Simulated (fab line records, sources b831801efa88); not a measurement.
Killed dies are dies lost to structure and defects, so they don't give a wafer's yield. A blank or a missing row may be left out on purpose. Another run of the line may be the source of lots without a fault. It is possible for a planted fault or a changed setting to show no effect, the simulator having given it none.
fab line records	flow gf180mcu
[record] lots = 5	wafers = 23
route steps=602 shown STI@4 LVPWELL@63 MVSD@74 VT_IMPLANT@98 DUAL_GATE@147 POLY_GATE@157
start-h: the number of hours between the record's first day and the start of the first shown wafer of the lot	wait-h: hours elapsed since this lot's preceding step	" identical to the entry in the row above	L1.1+2: several wafers, shown together as one row	- either no value or no given start	* or withheld: withheld	< > ~ a bound
route shown NAME@n: NAME is a module with steps in the file, n the number in the route of the first one	usual: the fault-free wafers' mean and standard deviation	same: alike in all rows	chamber/n: place in a boat	sites: per-site readings	_std_site: the standard deviation of these	_edge_site: mean of outer sites minus mean of inner sites	radius-mm: how far each site lies from the wafer's centre	mask NAME#n: copy n	behind: tool/chamber where the wafer was last shaped	hold: why the lot went on hold/how many hours it stayed there/how the hold came to an end	device: which transistor (n, p or np) failed to switch	end of line: the route-end tests of the same wafers	step lacking rows: just its recipe	killed: count of dies lost to structure and defects at first sort (not the wafer's yield)	map: per-die view of a wafer (x killed, . not killed, _ where there is no die)
set.NAME: setting as actually run; set.NAME@STEP: the setting as run at that earlier step	model.NAME: the simulator's own value behind a step, which no gauge read
lots run with intentionally changed settings; tables by step, rows by wafer
[[steps]]
[step GF_STI_CVD_03]
[recipe] material = Si3N4	precursor = DCS/NH3	target-thk-nm = 207.16	temp-c = 770	time-s = 3551	pressure-mtorr = 250
lot.wafer	tool	chamber	start-h	wait-h	set.temp-c	model.Si3N4_of_STI_CVD_03.thk-nm
L076.3	lpcvd-02	0	21.57	0.0	770	207.9
L076.4	"	0	"	"	770	207
L076.5	"	0	"	"	770	210.1
L078.1	-	-	-	0.1	790.6	305.3
L078.2	"	-	"	"	790.6	307.9
L078.4	"	-	"	"	790.6	306.5
L078.5	"	-	"	"	790.6	307.8
L078.6	"	-	"	"	790.6	308
L079.1	-	-	-	0.1	759.5	163.4
L079.2	"	-	"	"	759.5	167.2
L079.3	"	-	"	"	759.5	165.1
L079.5	"	-	"	"	759.5	166.3
L079.6	"	-	"	"	759.5	165.7
L082.1+2	-	-	-	0.1	770	207.6
L082.3	"	-	"	"	770	205.8
L082.5	"	-	"	"	770	208.8
L082.6	"	-	"	"	770	208
L083.1	-	-	-	0.1	791.3	306.8
L083.2	"	-	"	"	791.3	305.7
L083.3	"	-	"	"	791.3	306.4
L083.4	"	-	"	"	791.3	307.7
L083.5	"	-	"	"	791.3	306.6
[step GF_STI_THK_MEAS_04]
[recipe] reads = Si3N4_of_STI_CVD_03
[usual] STI_CVD_03_THK = 206.7/2
lot.wafer	tool	chamber	start-h	wait-h	set.temp-c@STI_CVD_03	STI_CVD_03_THK[nm]
L076.3	film-metro-04	-	23.58	0.0	770	207.8
L076.4	"	-	"	"	770	206.9
L076.5	"	-	"	"	770	209.9
L078.1	film-metro-04	-	-	-	790.6	305.3
L078.2	"	-	"	"	790.6	307.9
L078.4	"	-	"	"	790.6	306.4
L078.5	"	-	"	"	790.6	307.8
L078.6	"	-	"	"	790.6	308.3
L079.1	film-metro-01	-	-	-	759.5	163.4
L079.2	"	-	"	"	759.5	167.2
L079.3	"	-	"	"	759.5	165.2
L079.5	"	-	"	"	759.5	166.5
L079.6	"	-	"	"	759.5	165.8
L082.1	film-metro-01	-	-	-	770	207.7
L082.2	"	-	"	"	770	207.7
L082.3	"	-	"	"	770	205.8
L082.5	"	-	"	"	770	208.9
L082.6	"	-	"	"	770	208.1
L083.1	film-metro-03	-	-	-	791.3	306.7
L083.2	"	-	"	"	791.3	306.0
L083.3	"	-	"	"	791.3	306.5
L083.4	"	-	"	"	791.3	307.8
L083.5	"	-	"	"	791.3	306.7
[step GF_STI_DEHYDRATE_05]
[recipe] temp-c = 200	time-s = 60
[step GF_STI_HMDS_06]
[recipe] prime-time-s = 60	prime-temp-c = 120
[step GF_STI_DEVELOP_11]
[recipe] develop-time-s = 60	dev-temp-c = 21
[step GF_STI_ETCH_13]
[recipe] chemistry = CHF3/O2	stop-on = Si	over-etch-frac = 0.3	target-depth-a = 2823.1	source-w = 600	bias-w = 200	pressure-mtorr = 40	chf3-flow-sccm = 50	O2_flow_sccm = 5	time-s = 112.9
[usual] oes-product-au = 0.832/0.0063
lot.wafer	tool	chamber	start-h	wait-h	set.temp-c@STI_CVD_03	oes-product-au
L076.3	rie-diel-02	0	35.35	0.1	770	0.836
L076.4	"	1	"	"	770	0.829
L076.5	"	2	"	"	770	0.842
L078.1	rie-diel-02	1	46.25	0.1	790.6	1.019
L078.2	"	3	"	"	790.6	0.997
L078.4	"	2	"	"	790.6	0.986
L078.5	"	3	"	"	790.6	0.990
L078.6	"	2	"	"	790.6	0.992
L079.1	rie-diel-04	3	50.75	0.1	759.5	0.731
L079.2	"	2	"	"	759.5	0.743
L079.3	"	1	"	"	759.5	0.744
L079.5	"	3	"	"	759.5	0.752
L079.6	"	0	"	"	759.5	0.733
L082.1	rie-diel-03	2	66.80	0.1	770	0.829
L082.2	"	0	"	"	770	0.836
L082.3	"	2	"	"	770	0.838
L082.5	"	2	"	"	770	0.839
L082.6	"	0	"	"	770	0.832
L083.1	rie-diel-02	2	73.60	0.1	791.3	0.991
L083.2	"	3	"	"	791.3	0.988
L083.3	"	0	"	"	791.3	1.002
L083.4	"	1	"	"	791.3	1.021
L083.5	"	3	"	"	791.3	0.995
[step GF_STI_ETCH_14]
[recipe] target = Si	chemistry = HBr/Cl2/O2	target-depth-nm = 360	icp-w = 600	bias-w = 150	pressure-mtorr = 15	HBr_flow_sccm = 150	Cl2_flow_sccm = 40	O2_flow_sccm = 6	time-s = 102.9
[usual] oes-product-au = 1.000/0.012
lot.wafer	tool	chamber	start-h	wait-h	set.icp-w	set.temp-c@STI_CVD_03	oes-product-au
L076.3	rie-si-01	3	35.43	0.0	600	770	1.003
L076.4	"	0	"	"	600	770	1.006
L076.5	"	3	"	"	600	770	1.007
L078.1	rie-si-02	3	46.33	0.0	645.7	790.6	0.377
L078.2	"	1	"	"	600	790.6	0.347
L078.4	"	2	"	"	600	790.6	0.347
L078.5	"	1	"	"	645.7	790.6	0.340
L078.6	"	2	"	"	600	790.6	0.353
L079.1	rie-si-01	0	50.83	0.0	600	759.5	1.016
L079.2	"	1	"	"	622.6	759.5	1.011
L079.3	"	2	"	"	622.6	759.5	0.983
L079.5	"	3	"	"	622.6	759.5	1.021
L079.6	"	0	"	"	600	759.5	1.010
L082.1	rie-si-01	0	66.92	0.1	600	770	1.014
L082.2	"	2	"	"	600	770	0.987
L082.3	"	1	"	"	666.6	770	1.017
L082.5	"	1	"	"	600	770	1.002
L082.6	"	0	"	"	666.6	770	1.051
L083.1	rie-si-01	3	73.68	0.0	668.3	791.3	0.352
L083.2	"	1	"	"	668.3	791.3	0.348
L083.3	"	0	"	"	600	791.3	0.348
L083.4	"	2	"	"	600	791.3	0.362
L083.5	"	1	"	"	668.3	791.3	0.349
[step GF_STI_WET_ETCH_28]
[recipe] chemistry = dHF	target-depth-nm = 20	dry = ipa-marangoni	target = SiO2	temp-c = 25	dilution = 10:1	time-s = 40
lot.wafer	tool	chamber	start-h	wait-h	set.temp-c	model.SiO2_of_STI_CVD_23.thk-nm
L076.3	wet-bench-02	3	38.15	0.0	25	401.4
L076.4	"	3	"	"	25	400.9
L076.5	"	3	"	"	25	401.1
L078.1	-	-	-	0.0	25	404.1
L078.2	"	-	"	"	25	404.5
L078.4	"	-	"	"	25	403
L078.5	"	-	"	"	25	401.4
L078.6	"	-	"	"	25	404.2
L079.1	-	-	-	0.0	26.32	400.8
L079.2	"	-	"	"	26.32	401.2
L079.3+6	"	-	"	"	26.32	401.1
L079.5	"	-	"	"	26.32	402.9
L082.1+3	-	-	-	0.0	21.48	408.5
L082.2	"	-	"	"	21.48	407.7
L082.5	"	-	"	"	21.48	405.9
L082.6	"	-	"	"	21.48	407.6
L083.1	-	-	-	0.0	23.64	406
L083.2	"	-	"	"	23.64	407.4
L083.3	"	-	"	"	23.64	405.9
L083.4	"	-	"	"	23.64	404.6
L083.5	"	-	"	"	23.64	406.3
[step GF_LVPWELL_IMPLANT_09]
[recipe] species = B	energy-kev = 60	dose-cm2 = 5e+12	tilt-deg = 0
lot.wafer	tool	chamber	start-h	wait-h	set.energy-kev	model.implant.drp-nm	model.implant.rp-nm
L076.3+4+5	implanter-03	0	79.46	0.1	60	64.53	189.5
L078.1+2	implanter-04	0	91.91	0.1	58.48	63.65	187.3
L078.4+5+6	"	0	"	"	60	64.53	191.7
L079.1+2+6	implanter-03	0	95.61	0.1	55.4	61.83	180.8
L079.3+5	"	0	"	"	60	64.53	194.5
L082.1+2+3	implanter-04	0	111.93	0.1	64.74	67.13	217.9
L082.5+6	"	0	"	"	60	64.53	196
L083.1+4+5	implanter-03	0	120.16	0.1	58.28	63.54	184.3
L083.2+3	"	0	"	"	60	64.53	189.2
[step GF_MVSD_IMPLANT_08]
[recipe] species = P	energy-kev = 400	dose-cm2 = 1.6e+13	tilt-deg = 0
lot.wafer	tool	chamber	start-h	wait-h	set.energy-kev	model.implant.rp-nm	model.implant.drp-nm
L076.3+4+5	implanter-01	0	92.98	0.1	400	498.3	116.9
L078.1+6	implanter-01	0	105.60	0.0	375.3	479.8	112.9
L078.2+4+5	"	0	"	"	400	508	116.9
L079.1+2+5	implanter-02	0	109.06	0.0	435.9	538.5	122
L079.3+6	"	0	"	"	400	498.3	116.9
L082.1+3	implanter-04	0	126.20	0.0	400	497.7	116.9
L082.2+5+6	"	0	"	"	423	523.5	120.2
L083.1+2+4	implanter-01	0	134.85	0.0	400	523.2	116.9
L083.3+5	"	0	"	"	411.6	536.9	118.6
[step GF_VT_IMPLANT_IMPLANT_08]
[recipe] species = BF2	energy-kev = 20	dose-cm2 = 8.29e+12	tilt-deg = 7
lot.wafer	tool	chamber	start-h	wait-h	set.dose-cm2
L076.3+4+5	implanter-02	0	119.73	0.1	8.29e+12
L078.1+5	implanter-01	0	133.86	0.0	8.29e+12
L078.2+4+6	"	0	"	"	9.086e+12
L079.1+5	implanter-02	0	138.56	0.0	8.807e+12
L079.2+3+6	"	0	"	"	8.29e+12
L082.1+3+6	implanter-01	0	156.76	0.0	6.975e+12
L082.2+5	"	0	"	"	8.29e+12
L083.1+5	implanter-03	0	166.15	0.0	8.29e+12
L083.2+3+4	"	0	"	"	9.359e+12
[step GF_VT_IMPLANT_STRIP_09]
[recipe] chemistry = O2/N2	power-w = 1400	pressure-mtorr = 1500	platen-temp-c = 250	o2-flow-sccm = 3000	n2-flow-sccm = 300	overash-fraction = 0.5
[step GF_VT_IMPLANT_TW_MEAS_10]
[usual] VT_IMPLANT_TW = 567/3.8
lot.wafer	tool	chamber	start-h	wait-h	set.dose-cm2@VT_IMPLANT_IMPLANT_08	VT_IMPLANT_TW
L076.3	film-metro-04	-	119.95	0.1	8.29e+12	569
L076.4	"	-	"	"	8.29e+12	575
L076.5	"	-	"	"	8.29e+12	575
L078.1	film-metro-02	-	134.11	0.1	8.29e+12	563
L078.2	"	-	"	"	9.086e+12	580
L078.4	"	-	"	"	9.086e+12	579
L078.5	"	-	"	"	8.29e+12	566
L078.6	"	-	"	"	9.086e+12	578
L079.1	film-metro-01	-	138.81	0.1	8.807e+12	576
L079.2	"	-	"	"	8.29e+12	562
L079.3	"	-	"	"	8.29e+12	565
L079.5	"	-	"	"	8.807e+12	577
L079.6	"	-	"	"	8.29e+12	567
L082.1	film-metro-01	-	157.01	0.1	6.975e+12	535
L082.2	"	-	"	"	8.29e+12	570
L082.3	"	-	"	"	6.975e+12	542
L082.5	"	-	"	"	8.29e+12	572
L082.6	"	-	"	"	6.975e+12	541
L083.1	film-metro-01	-	166.40	0.1	8.29e+12	568
L083.2	"	-	"	"	9.359e+12	592
L083.3	"	-	"	"	9.359e+12	590
L083.4	"	-	"	"	9.359e+12	591
L083.5	"	-	"	"	8.29e+12	573
[step GF_VT_IMPLANT_IMPLANT_19]
[recipe] species = As	energy-kev = 100	dose-cm2 = 4.35e+12	tilt-deg = 7
lot.wafer	tool	chamber	start-h	wait-h	set.energy-kev	model.implant.rp-nm	model.implant.drp-nm
L076.3+4+5	implanter-02	0	134.21	0.1	100	57.26	24.08
L078.1+6	implanter-03	0	149.46	0.0	100	59.21	24.08
L078.2+4+5	"	0	"	"	107.6	63.23	25.58
L079.1+5+6	implanter-01	0	154.21	0.0	100	56.88	24.08
L079.2+3	"	0	"	"	104.3	59.06	24.93
L082.1+3+5	implanter-03	0	173.05	0.0	94.35	54.2	22.97
L082.2+6	"	0	"	"	100	57.08	24.08
L083.1+4	implanter-03	0	183.00	0.0	103.8	60.87	24.83
L083.2+3+5	"	0	"	"	100	58.87	24.08
[step GF_VT_IMPLANT_STRIP_20]
[recipe] chemistry = O2/N2	power-w = 1400	pressure-mtorr = 1500	platen-temp-c = 250	o2-flow-sccm = 3000	n2-flow-sccm = 300	overash-fraction = 0.5
[step GF_VT_IMPLANT_TW_MEAS_21]
[usual] VT_IMPLANT_2_TW = 1223/8.7
lot.wafer	tool	chamber	start-h	wait-h	set.energy-kev@VT_IMPLANT_IMPLANT_19	VT_IMPLANT_2_TW
L076.3	film-metro-04	-	134.43	0.1	100	1227
L076.4	"	-	"	"	100	1230
L076.5	"	-	"	"	100	1231
L078.1	film-metro-01	-	149.71	0.1	100	1225
L078.2	"	-	"	"	107.6	1252
L078.4	"	-	"	"	107.6	1251
L078.5	"	-	"	"	107.6	1250
L078.6	"	-	"	"	100	1233
L079.1	film-metro-01	-	154.46	0.1	100	1228
L079.2	"	-	"	"	104.3	1242
L079.3	"	-	"	"	104.3	1235
L079.5	"	-	"	"	100	1232
L079.6	"	-	"	"	100	1232
L082.1	film-metro-01	-	173.30	0.1	94.35	1198
L082.2	"	-	"	"	100	1225
L082.3	"	-	"	"	94.35	1204
L082.5	"	-	"	"	94.35	1208
L082.6	"	-	"	"	100	1224
L083.1	film-metro-02	-	183.25	0.1	103.8	1224
L083.2	"	-	"	"	100	1213
L083.3	"	-	"	"	100	1215
L083.4	"	-	"	"	103.8	1225
L083.5	"	-	"	"	100	1216
[step GF_VT_IMPLANT_COAT_35]
[recipe] resist = NOVOLAK	spin-rpm = 3000	resist-thk-nm = 1000
lot.wafer	tool	chamber	start-h	wait-h	set.resist-thk-nm	model.NOVOLAK_of_VT_IMPLANT_COAT_35.thk-nm
L076.3	litho-track-03	0	157.45	0.1	1000	996.8
L076.4	"	0	"	"	1000	997.3
L076.5	"	0	"	"	1000	997.6
L078.1+6	litho-track-02	0	173.42	0.1	1049	1052
L078.2+5	"	0	"	"	1000	1003
L078.4	"	0	"	"	1049	1053
L079.1	litho-track-02	0	178.67	0.1	1000	1001
L079.2	"	0	"	"	957.3	958
L079.3	"	0	"	"	957.3	960
L079.5	"	0	"	"	957.3	958.7
L079.6	"	0	"	"	1000	1003
L082.1	litho-track-03	0	199.20	0.1	1000	1004
L082.2	"	0	"	"	943	942.9
L082.3	"	0	"	"	943	947.2
L082.5	"	0	"	"	943	945.2
L082.6	"	0	"	"	1000	1003
L083.1	litho-track-03	0	209.35	0.1	1000	998.2
L083.2	"	0	"	"	981.5	980.7
L083.3	"	0	"	"	1000	998.8
L083.4	"	0	"	"	981.5	979.7
L083.5	"	0	"	"	1000	995.1
[step GF_VT_IMPLANT_SOFTBAKE_36]
[recipe] temp-c = 90	time-s = 60	resist = NOVOLAK
[step GF_VT_IMPLANT_EXPOSE_37]
[recipe] mask-id = Nwell_HV_AREA	target-cd-nm = 860	na = 0.6	source-shape = conventional	sigma-outer = 0.6	dose-mj = 140
[step GF_VT_IMPLANT_IMPLANT_41]
[recipe] species = As	energy-kev = 70	dose-cm2 = 1.013e+12	tilt-deg = 7
[step GF_VT_IMPLANT_STRIP_42]
[recipe] chemistry = O2/N2	power-w = 1400	pressure-mtorr = 1500	platen-temp-c = 250	o2-flow-sccm = 3000	n2-flow-sccm = 300	overash-fraction = 0.5
[usual] strip-time-to-endpoint-s = 12.63/0.039
lot.wafer	tool	chamber	start-h	wait-h	set.resist-thk-nm@VT_IMPLANT_COAT_35	strip-time-to-endpoint-s
L076.3	plasma-asher-03	1	165.68	0.1	1000	12.58
L076.4	"	0	"	"	1000	12.59
L076.5	"	0	"	"	1000	12.61
L078.1	plasma-asher-03	1	182.05	0.1	1049	13.13
L078.2	"	0	"	"	1000	12.68
L078.4	"	0	"	"	1049	13.16
L078.5	"	0	"	"	1000	12.66
L078.6	"	1	"	"	1049	13.15
L079.1	plasma-asher-03	1	187.80	0.1	1000	12.65
L079.2	"	0	"	"	957.3	12.14
L079.3	"	1	"	"	957.3	12.15
L079.5	"	0	"	"	957.3	12.15
L079.6	"	1	"	"	1000	12.65
L082.1	plasma-asher-03	1	208.01	0.1	1000	12.66
L082.2	"	0	"	"	943	11.95
L082.3	"	1	"	"	943	12.03
L082.5	"	1	"	"	943	12.00
L082.6	"	0	"	"	1000	12.67
L083.1	plasma-asher-03	0	218.50	0.1	1000	12.61
L083.2	"	1	"	"	981.5	12.38
L083.3	"	1	"	"	1000	12.62
L083.4	"	0	"	"	981.5	12.38
L083.5	"	0	"	"	1000	12.56
[step GF_DUAL_GATE_COAT_06]
[recipe] resist = NOVOLAK	spin-rpm = 3000	resist-thk-nm = 1000
lot.wafer	tool	chamber	start-h	wait-h	set.spin-rpm	model.NOVOLAK_of_DUAL_GATE_COAT_06.thk-nm
L076.3	litho-track-02	0	176.27	0.1	3000	999.9
L076.4	"	0	"	"	3000	996.1
L076.5	"	0	"	"	3000	998.4
L078.1	litho-track-02	0	193.17	0.1	3083	987.8
L078.2	"	0	"	"	3083	990.5
L078.4	"	0	"	"	3083	989.1
L078.5	"	0	"	"	3000	1002
L078.6	"	0	"	"	3000	997.9
L079.1	litho-track-01	0	199.49	0.1	3000	1003
L079.2	"	0	"	"	3000	1002
L079.3	"	0	"	"	3000	1004
L079.5	"	0	"	"	2943	1013
L079.6	"	0	"	"	2943	1010
L082.1	litho-track-01	0	219.64	0.1	3000	1002
L082.2	"	0	"	"	2787	1041
L082.3	"	0	"	"	2787	1036
L082.5	"	0	"	"	3000	998.4
L082.6	"	0	"	"	2787	1035
L083.1+5	litho-track-02	0	230.67	0.1	3000	999.5
L083.2	"	0	"	"	3000	999.7
L083.3	"	0	"	"	3000	997.1
L083.4	"	0	"	"	3000	1000
[step GF_DUAL_GATE_EXPOSE_08]
[recipe] mask-id = Dualgate	target-cd-nm = 700	na = 0.6	source-shape = conventional	sigma-outer = 0.6	dose-mj = 140
lot.wafer	tool	chamber	start-h	wait-h	mask	set.dose-mj
L076.3+4+5	iline-stepper-02	0	-	-	Dualgate#0	140
L078.1+4	iline-stepper-02	0	-	-	Dualgate#0	146.9
L078.2+5+6	"	0	"	"	Dualgate#0	140
L079.1+3	iline-stepper-02	0	-	-	Dualgate#0	140
L079.2+5+6	"	0	"	"	Dualgate#0	129.8
L082.1+2+3+5+6	iline-stepper-01	0	-	-	Dualgate#0	140
L083.1+2+4	iline-stepper-01	0	-	-	Dualgate#0	145.3
L083.3+5	"	0	"	"	Dualgate#0	140
[step GF_DUAL_GATE_PEB_09]
[recipe] temp-c = withheld	time-s = *	resist = NOVOLAK
[step GF_DUAL_GATE_DEVELOP_10]
[recipe] develop-time-s = 60	dev-temp-c = 23
[step GF_DUAL_GATE_WET_ETCH_12]
[recipe] chemistry = dHF	target-depth-nm = 13	dry = n2-spin	target = SiO2	temp-c = 25	dilution = 100:1	time-s = 260
[step GF_DUAL_GATE_STRIP_13]
[recipe] chemistry = O2/N2	power-w = 1400	pressure-mtorr = 1500	platen-temp-c = 250	o2-flow-sccm = 3000	n2-flow-sccm = 300	overash-fraction = 0.5
[usual] strip-time-to-endpoint-s = 12.626/0.029
lot.wafer	tool	chamber	start-h	wait-h	set.spin-rpm@DUAL_GATE_COAT_06	strip-time-to-endpoint-s
L076.3	plasma-asher-03	1	184.80	0.0	3000	12.625
L076.4	"	0	"	"	3000	12.597
L076.5	"	1	"	"	3000	12.585
L078.1	plasma-asher-01	1	202.07	0.0	3083	12.469
L078.2	"	0	"	"	3083	12.502
L078.4	"	0	"	"	3083	12.499
L078.5	"	0	"	"	3000	12.652
L078.6	"	1	"	"	3000	12.603
L079.1	plasma-asher-04	1	208.52	0.0	3000	12.661
L079.2	"	0	"	"	3000	12.660
L079.3	"	0	"	"	3000	12.679
L079.5	"	0	"	"	2943	12.805
L079.6	"	1	"	"	2943	12.746
L082.1	plasma-asher-03	0	228.64	0.0	3000	12.642
L082.2	"	1	"	"	2787	13.043
L082.3	"	1	"	"	2787	12.981
L082.5	"	0	"	"	3000	12.607
L082.6	"	1	"	"	2787	12.971
L083.1	plasma-asher-04	0	239.91	0.0	3000	12.625
L083.2	"	1	"	"	3000	12.609
L083.3	"	0	"	"	3000	12.590
L083.4	"	1	"	"	3000	12.634
L083.5	"	0	"	"	3000	12.615
[step GF_POLY_GATE_CVD_00]
[recipe] material = poly-Si	target-thk-nm = 200	temp-c = 620	time-s = 1200	pressure-mtorr = 200
lot.wafer	tool	chamber	start-h	wait-h	set.time-s	model.poly-Si_of_POLY_GATE_CVD_00.thk-nm
L076.3	lpcvd-02	0	186.47	0.0	1200	199.4
L076.4	"	0	"	"	1200	198.8
L076.5	"	0	"	"	1200	199.1
L078.1	-	-	-	0.0	1200	200.3
L078.2	"	-	"	"	1200	199.2
L078.4	"	-	"	"	1200	198.8
L078.5	"	-	"	"	1200	198.6
L078.6	"	-	"	"	1200	200.6
L079.1	-	-	-	0.0	1349	226.5
L079.2	"	-	"	"	1349	226.9
L079.3	"	-	"	"	1349	224.7
L079.5	"	-	"	"	1349	226.8
L079.6	"	-	"	"	1349	226.2
L082.1	-	-	-	0.0	1200	201.5
L082.2	"	-	"	"	1200	200.5
L082.3	"	-	"	"	1200	201.7
L082.5	"	-	"	"	1200	201.1
L082.6	"	-	"	"	1200	203
L083.1	-	-	-	0.0	1334	223.8
L083.2	"	-	"	"	1334	222.5
L083.3	"	-	"	"	1334	221.4
L083.4	"	-	"	"	1334	221
L083.5	"	-	"	"	1334	222.1
[step GF_POLY_GATE_THK_MEAS_01]
[recipe] reads = poly-Si_of_POLY_GATE_CVD_00
[usual] POLY_GATE_CVD_00_THK = 201.1/1.5
lot.wafer	tool	chamber	start-h	wait-h	set.time-s@POLY_GATE_CVD_00	POLY_GATE_CVD_00_THK[nm]
L076.3	film-metro-02	-	187.83	0.0	1200	199.3
L076.4	"	-	"	"	1200	198.8
L076.5	"	-	"	"	1200	199.0
L078.1	film-metro-01	-	-	-	1200	200.2
L078.2	"	-	"	"	1200	199.1
L078.4	"	-	"	"	1200	198.9
L078.5	"	-	"	"	1200	198.8
L078.6	"	-	"	"	1200	200.7
L079.1	film-metro-03	-	-	-	1349	226.5
L079.2	"	-	"	"	1349	226.8
L079.3	"	-	"	"	1349	224.7
L079.5	"	-	"	"	1349	226.9
L079.6	"	-	"	"	1349	226.3
L082.1	film-metro-03	-	-	-	1200	201.3
L082.2	"	-	"	"	1200	200.5
L082.3	"	-	"	"	1200	201.8
L082.5	"	-	"	"	1200	201.3
L082.6	"	-	"	"	1200	203.2
L083.1	film-metro-02	-	-	-	1334	223.7
L083.2	"	-	"	"	1334	222.5
L083.3	"	-	"	"	1334	221.2
L083.4	"	-	"	"	1334	221.1
L083.5	"	-	"	"	1334	222.1
[[key]]
[split] step = GF_STI_CVD_03	setting = temp-c	stated = 770	by = lot
[response] step = GF_STI_CVD_03	reading = model.Si3N4_of_STI_CVD_03.thk-nm	change = +35.1	per = 1%	r = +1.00
[response] step = GF_STI_THK_MEAS_04	reading = STI_CVD_03_THK	change = +35.1	per = 1%	r = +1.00
[response] step = GF_STI_ETCH_13	reading = oes-product-au	change = +0.0622	per = 1%	r = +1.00
[response] step = GF_STI_ETCH_14	reading = oes-product-au	change = -0.185	per = 1%	r = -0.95
[split] step = GF_STI_ETCH_14	setting = icp-w	stated = 600	by = wafer
response none clear
[split] step = GF_STI_WET_ETCH_28	setting = temp-c	stated = 25	by = lot
[response] step = GF_STI_WET_ETCH_28	reading = model.SiO2_of_STI_CVD_23.thk-nm	change = -0.345	per = 1%	r = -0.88
[split] step = GF_LVPWELL_IMPLANT_09	setting = energy-kev	stated = 60	by = wafer
[response] step = GF_LVPWELL_IMPLANT_09	reading = model.implant.drp-nm	change = +0.341	per = 1%	r = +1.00
[response] step = GF_LVPWELL_IMPLANT_09	reading = model.implant.rp-nm	change = +2.23	per = 1%	r = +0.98
[split] step = GF_MVSD_IMPLANT_08	setting = energy-kev	stated = 400	by = wafer
[response] step = GF_MVSD_IMPLANT_08	reading = model.implant.rp-nm	change = +4.51	per = 1%	r = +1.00
[response] step = GF_MVSD_IMPLANT_08	reading = model.implant.drp-nm	change = +0.588	per = 1%	r = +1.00
[split] step = GF_VT_IMPLANT_IMPLANT_08	setting = dose-cm2	stated = 8.29e+12	by = wafer
[response] step = GF_VT_IMPLANT_TW_MEAS_10	reading = VT_IMPLANT_TW	change = +1.79	per = 1%	r = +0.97
[split] step = GF_VT_IMPLANT_IMPLANT_19	setting = energy-kev	stated = 100	by = wafer
[response] step = GF_VT_IMPLANT_IMPLANT_19	reading = model.implant.rp-nm	change = +0.521	per = 1%	r = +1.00
[response] step = GF_VT_IMPLANT_IMPLANT_19	reading = model.implant.drp-nm	change = +0.197	per = 1%	r = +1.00
[response] step = GF_VT_IMPLANT_TW_MEAS_21	reading = VT_IMPLANT_2_TW	change = +2.93	per = 1%	r = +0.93
[split] step = GF_VT_IMPLANT_COAT_35	setting = resist-thk-nm	stated = 1000	by = wafer
[response] step = GF_VT_IMPLANT_COAT_35	reading = model.NOVOLAK_of_VT_IMPLANT_COAT_35.thk-nm	change = +10.1	per = 1%	r = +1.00
[response] step = GF_VT_IMPLANT_STRIP_42	reading = strip-time-to-endpoint-s	change = *	per = 1%	r = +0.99
[split] step = GF_DUAL_GATE_COAT_06	setting = spin-rpm	stated = 3000	by = wafer
[response] step = GF_DUAL_GATE_COAT_06	reading = model.NOVOLAK_of_DUAL_GATE_COAT_06.thk-nm	change = -5.01	per = 1%	r = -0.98
[response] step = GF_DUAL_GATE_STRIP_13	reading = strip-time-to-endpoint-s	change = *	per = 1%	r = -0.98
[split] step = GF_DUAL_GATE_EXPOSE_08	setting = dose-mj	stated = 140	by = wafer
response none clear
[split] step = GF_POLY_GATE_CVD_00	setting = time-s	stated = 1200	by = lot
[response] step = GF_POLY_GATE_CVD_00	reading = model.poly-Si_of_POLY_GATE_CVD_00.thk-nm	change = +2.04	per = 1%	r = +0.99
[response] step = GF_POLY_GATE_THK_MEAS_01	reading = POLY_GATE_CVD_00_THK	change = +2.04	per = 1%	r = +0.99
